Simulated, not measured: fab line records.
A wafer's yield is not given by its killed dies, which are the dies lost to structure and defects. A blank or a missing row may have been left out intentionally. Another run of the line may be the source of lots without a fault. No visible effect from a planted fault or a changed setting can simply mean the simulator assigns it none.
A lot that was struck, set against a sound lot | flow gf180mcu | 43 steps out of a route of 602
Sound: wafers L237.3, L237.5, L237.6. Struck: wafers L235.2, L235.3, L235.6. The cause is named last.
At each step with rows: each side's tool, then ch and its chambers, then its first start. Under that, the readings that differ: sound wafers | struck wafers | difference of the means | sigmas: that difference in standard deviations of wafers without a fault.
alike: a reading whose means differ by less than 2 such deviations, as well as words and numbers matching on both sides. not compared: withheld readings; readings where some wafer has no value; bounds like >300 that might hide an equal value; numbers whose values overlap and for which the record gives no deviation.
A row with sigmas, a row that says differs or no value, or rows on one side alone: a step with any of these is where the two part. When numbers do not overlap yet have no deviation, they are printed without sigmas and do not part them. Lack of a reading on every wafer of one side parts them only where that side has two or more wafers.

first, 1 step without rows for these wafers: GF_DNWELL_IMPLANT_07.
GF_DNWELL_STRIP_08: strips in O2/N2.
  sound on plasma_asher-02 ch 0,1, day 4 07:49; struck on plasma_asher-03 ch 0,1, day 3 22:04
  alike: drypump_motor_current_A, heater_power_w, oes_product_au, strip_time_to_endpoint_s
  not compared: rf_hours_counter_h
GF_DNWELL_TW_MEAS_09:
  struck on film_metro-02, day 3 22:11; sound on film_metro-01, day 4 07:54
  reading   | sound          | struck         | difference | sigmas
  DNWELL_TW | 1383 1383 1388 | 1352 1354 1346 | -34        | -2
then, 7 steps without rows for these wafers: GF_NWELL_DEHYDRATE_00 (time 60 s); GF_NWELL_HMDS_01 (prime time 60 s); GF_NWELL_COAT_02 (resist thk 3000 nm); GF_NWELL_SOFTBAKE_03; GF_NWELL_EXPOSE_04 (exposes mask Nwell, target cd 860 nm); GF_NWELL_PEB_05; GF_NWELL_DEVELOP_06 (develop time 60 s).
GF_NWELL_OVL_MEAS_07:
  struck on overlay-02, day 4 12:02; sound on overlay-01, day 4 21:54
  alike: NWELL_OVL
next, for these wafers, 1 step has no rows: GF_NWELL_IMPLANT_08.
GF_NWELL_IMPLANT_09:
  sound on implanter-04 ch 0, day 4 22:07; struck on implanter-03, day 4 12:15
  no value came back on the struck wafers for beam_energy_keV, beam_on_s (s); on the sound wafers beam_energy_keV reads 159.97 159.84 159.94
GF_NWELL_STRIP_10: strips in O2/N2.
  sound on plasma_asher-03 ch 0,1, day 4 22:16; struck on plasma_asher-04 ch 0,1, day 4 12:22
  alike: drypump_motor_current_A, heater_power_w, oes_product_au, strip_time_to_endpoint_s
  not compared: rf_hours_counter_h
GF_NWELL_TW_MEAS_11:
  struck on film_metro-04, day 4 12:29; sound on film_metro-01, day 4 22:20
  reading  | sound          | struck         | difference | sigmas
  NWELL_TW | 1600 1594 1597 | 1504 1497 1500 | -97        | -6
then, 7 steps without rows for these wafers: GF_LVPWELL_DEHYDRATE_00 (time 60 s); GF_LVPWELL_HMDS_01 (prime time 60 s); GF_LVPWELL_COAT_02 (resist thk 3000 nm); GF_LVPWELL_SOFTBAKE_03; GF_LVPWELL_EXPOSE_04 (exposes mask LVPWELL, target cd 600 nm); GF_LVPWELL_PEB_05; GF_LVPWELL_DEVELOP_06 (develop time 60 s).
GF_LVPWELL_OVL_MEAS_07:
  struck on overlay-01, day 5 02:17; sound on overlay-02, day 5 12:59
  alike: LVPWELL_OVL
then, 2 steps without rows for these wafers: GF_LVPWELL_IMPLANT_08; GF_LVPWELL_IMPLANT_09.
GF_LVPWELL_STRIP_10: strips in O2/N2.
  sound on plasma_asher-02 ch 0,1, day 5 13:20; struck on plasma_asher-02 ch 0,1, day 5 02:37
  alike: drypump_motor_current_A, heater_power_w, oes_product_au, strip_time_to_endpoint_s
  not compared: rf_hours_counter_h
GF_LVPWELL_TW_MEAS_11:
  struck on film_metro-03, day 5 02:43; sound on film_metro-04, day 5 13:26
  alike: LVPWELL_TW
then, 7 steps without rows for these wafers: GF_MVSD_DEHYDRATE_00 (time 60 s); GF_MVSD_HMDS_01 (prime time 60 s); GF_MVSD_COAT_02 (resist thk 3000 nm); GF_MVSD_SOFTBAKE_03; GF_MVSD_EXPOSE_04 (exposes mask MVSD, target cd 1000 nm); GF_MVSD_PEB_05; GF_MVSD_DEVELOP_06 (develop time 60 s).
GF_MVSD_OVL_MEAS_07:
  struck on overlay-02, day 5 17:47; sound on overlay-01, day 6 03:44
  alike: MVSD_OVL
then, 2 steps without rows for these wafers: GF_MVSD_IMPLANT_08; GF_MVSD_IMPLANT_09.
GF_MVSD_STRIP_10: strips in O2/N2.
  sound on plasma_asher-01 ch 0,1, day 6 04:06; struck on plasma_asher-02 ch 0,1, day 5 18:07
  alike: drypump_motor_current_A, heater_power_w, oes_product_au, strip_time_to_endpoint_s
  not compared: rf_hours_counter_h
GF_MVSD_TW_MEAS_11:
  struck on film_metro-03, day 5 18:13; sound on film_metro-01, day 6 04:11
  alike: MVSD_TW
then, 3 steps without rows for these wafers: GF_MVPSD_DEHYDRATE_00 (time 60 s); GF_MVPSD_HMDS_01 (prime time 60 s); GF_MVPSD_COAT_02 (resist thk 3000 nm).
-- the record jumps here: 3 days lie between the struck wafers' starts before and after --
GF_VT_IMPLANT_RS_MEAS_47: the measuring method here is four-point-probe.
  struck on film_metro-04, day 9 00:59; sound on film_metro-04, day 9 14:02
  reading           | sound             | struck | difference                    | sigmas
  NWELL_RS (ohm/sq) | 488.5 490.2 490.0 | - - -  | no value on the struck wafers |

## WHERE THEY PART
First at GF_DNWELL_TW_MEAS_09; last, within this record, at GF_VT_IMPLANT_RS_MEAS_47.

WHY: the cause the simulator had injected
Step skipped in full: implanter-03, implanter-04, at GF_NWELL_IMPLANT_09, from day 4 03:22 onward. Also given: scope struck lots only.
